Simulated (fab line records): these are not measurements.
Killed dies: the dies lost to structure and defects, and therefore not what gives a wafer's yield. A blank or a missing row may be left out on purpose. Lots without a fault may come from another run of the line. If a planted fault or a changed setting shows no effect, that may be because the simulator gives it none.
What tool caused it? ; flow gf180mcu ; 18 wafers from 6 lots sampled at 2 of the route's 602 steps

WHAT THE GAUGES SHOWED, per wafer
GF_CONTACT_RS_MEAS_25: uses a four-point probe to measure.
lot;measured;on;CONTACT_W_RS (ohm/sq)
L729;day 16 13:46;film-metro-04;0.388 0.386 0.369
L732;day 17 21:41;film-metro-04;0.377 0.381 0.380
L734;day 18 19:11;film-metro-04;0.384 0.386 0.381
L736;day 19 14:20;film-metro-02;0.378 0.393 0.387
L744;day 22 12:40;film-metro-04;0.379 0.377 0.377
L749;day 23 23:21;film-metro-02;0.383 0.386 0.378

TOOL THAT RAN EACH LOT (tool first, then ch and the chambers of the sampled wafers, then the start)
lot;GF_CONTACT_CVD_24
L729;cvd-w-02 ch 0,1, day 16 13:38
L732;cvd-w-02 ch 0,1, day 17 21:35
L734;cvd-w-01 ch 0,1, day 18 19:05
L736;cvd-w-02 ch 0,1, day 19 14:14
L744;cvd-w-01 ch 0, day 22 12:34
L749;cvd-w-01 ch 0,1, day 23 23:15
- GF_CONTACT_CVD_24: deposits W, target thk 300 nm, time 90.339 s.

THE ANSWER, worked out from the rows above alone
Rule: usual is defined by the lots themselves. The widest of any qualifying gaps counts: lots, ordered by their means at a reading, are off when they make up no more than a third of the lots, leave a main group of 4 or more, and stand apart from it by 3 or more times the standard deviation of that group's means. A main group is skipped when, at the precision printed for the reading in the tables above, its means are all equal. A lot without any number at a reading at which 4 lots or more have one is off too. All remaining lots with rows at the step are treated as sound.
None of the lots is off at any reading shown; this tells nothing.

WHAT THE SIMULATOR HAD PUT IN
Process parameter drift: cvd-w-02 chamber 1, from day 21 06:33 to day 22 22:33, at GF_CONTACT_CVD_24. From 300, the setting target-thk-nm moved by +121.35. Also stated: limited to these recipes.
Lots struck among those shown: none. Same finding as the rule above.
